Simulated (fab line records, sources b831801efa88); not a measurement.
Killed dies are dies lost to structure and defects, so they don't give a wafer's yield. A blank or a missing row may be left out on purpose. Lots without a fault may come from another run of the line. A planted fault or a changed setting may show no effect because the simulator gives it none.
Chamber matching | flow gf180mcu | GF_SAB_CVD_00 on pecvd-01: 3 sister chambers
The step deposits SiO2 from TEOS, target thk 50 nm, time 4.9302 s. 16 wafers are shown with their chamber, then 8 later ones without.

WAFERS WITH THEIR CHAMBER
wafer  | chamber | rf_fwd_power_W (W) | heater_power_w (W)
L954.2 | 0       | 588.5              | 746
L954.5 | 2       | 587.2              | 820
L954.6 | 0       | 591.8              | 770
L956.2 | 1       | 586.2              | 744
L956.5 | 1       | 585.6              | 760
L956.6 | 2       | 589.3              | 692
L958.2 | 1       | 585.5              | 825
L958.3 | 0       | 589.0              | 784
L958.5 | 0       | 591.3              | 791
L959.1 | 1       | 583.0              | 805
L959.2 | 0       | 590.2              | 905
L959.5 | 1       | 583.4              | 823
L962.1 | 0       | 592.2              | 744
L962.2 | 1       | 580.8              | 872
L962.5 | 0       | 591.7              | 765
L971.1 | 1       | 581.6              | 804

SIGNATURES (means of the wafers above)
reading        | chamber 0 | chamber 1 | chamber 2 | scatter within a chamber
rf_fwd_power_W | 590.671   | 583.729   | 588.250   | 1.79
heater_power_w | 786.43    | 804.71    | 756.00    | 53.6
Rule: a wafer's distance from a chamber is the root of the sum, over the readings, of the square of ((its reading less the chamber's mean) divided by the reading's scatter). The wafer belongs to the nearest chamber; if the next one is less than 2 further off, it can't be placed. The scatter: the root of (the sum of the squares of (reading less its chamber's mean) over the shown wafers, divided by (wafers less chambers)).

WAFERS WITHOUT THEIR CHAMBER
wafer  | rf_fwd_power_W (W) | heater_power_w (W)
L971.4 | 584.4              | 815
L971.5 | 590.2              | 825
L973.3 | 585.4              | 819
L973.4 | 586.7              | 825
L973.6 | 587.5              | 803
L977.3 | 584.6              | 876
L977.4 | 583.9              | 898
L977.6 | 590.2              | 842

WHICH CHAMBER EACH WENT THROUGH
wafer  | from the rows above          | in truth
L971.4 | can't be placed: 1 or 2      | 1
L971.5 | can't be placed: 0 or 2      | 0
L973.3 | can't be placed: 1 or 2      | 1
L973.4 | can't be placed: 2 or 1 or 0 | 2
L973.6 | can't be placed: 2 or 0 or 1 | 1
L977.3 | can't be placed: 1 or 2      | 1
L977.4 | can't be placed: 1 or 2      | 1
L977.6 | can't be placed: 0 or 2      | 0
Placed correctly: 0 of 8. Can't be placed from these rows: 8 (the true chamber is among the candidates in 8). Placed wrongly: 0.
